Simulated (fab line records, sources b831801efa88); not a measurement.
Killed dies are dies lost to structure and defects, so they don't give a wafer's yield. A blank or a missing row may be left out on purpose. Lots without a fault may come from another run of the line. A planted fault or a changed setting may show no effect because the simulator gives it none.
Chamber matching | flow gf180mcu | GF_PASSIVATION_CVD_02 on pecvd-01: 3 sister chambers
The step deposits Si3N4, target thk 700 nm, time 486.18 s. 16 wafers are shown with their chamber, then 8 later ones without.

WAFERS WITH THEIR CHAMBER
wafer  | chamber | heater_power_outer_w (W) | heater_power_w (W)
L077.1 | 2       | 317                      | 626
L077.4 | 2       | 344                      | 656
L077.6 | 2       | 365                      | 672
L080.1 | 0       | 419                      | 687
L080.2 | 2       | 356                      | 667
L080.3 | 1       | 493                      | 846
L081.2 | 0       | 446                      | 712
L081.3 | 0       | 453                      | 752
L081.4 | 1       | 450                      | 805
L084.3 | 1       | 464                      | 800
L084.4 | 1       | 507                      | 883
L084.5 | 2       | 313                      | 625
L086.1 | 0       | 439                      | 732
L086.3 | 1       | 457                      | 813
L086.4 | 2       | 270                      | 545
L089.1 | 1       | 447                      | 808

SIGNATURES (means of the wafers above)
reading              | chamber 0 | chamber 1 | chamber 2 | scatter within a chamber
heater_power_outer_w | 439.25    | 469.67    | 327.50    | 27.4
heater_power_w       | 720.75    | 825.83    | 631.83    | 37.9
Rule: a wafer's distance from a chamber is the root of the sum, over the readings, of the square of ((its reading less the chamber's mean) divided by the reading's scatter). The wafer belongs to the nearest chamber; if the next one is less than 2 further off, it can't be placed. The scatter: the root of (the sum of the squares of (reading less its chamber's mean) over the shown wafers, divided by (wafers less chambers)).

WAFERS WITHOUT THEIR CHAMBER
wafer  | heater_power_outer_w (W) | heater_power_w (W)
L089.2 | 391                      | 665
L089.5 | 323                      | 627
L093.1 | 493                      | 858
L093.2 | 319                      | 608
L093.3 | 359                      | 591
L096.1 | 412                      | 686
L096.5 | 327                      | 641
L096.6 | 527                      | 901

WHICH CHAMBER EACH WENT THROUGH
wafer  | from the rows above     | in truth
L089.2 | can't be placed: 0 or 2 | 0
L089.5 | 2                       | 2
L093.1 | 1                       | 1
L093.2 | 2                       | 2
L093.3 | 2                       | 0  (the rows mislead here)
L096.1 | 0                       | 0
L096.5 | 2                       | 2
L096.6 | 1                       | 1
Placed correctly: 6 of 8. Can't be placed from these rows: 1 (the true chamber is among the candidates in 1). Placed wrongly: 1.
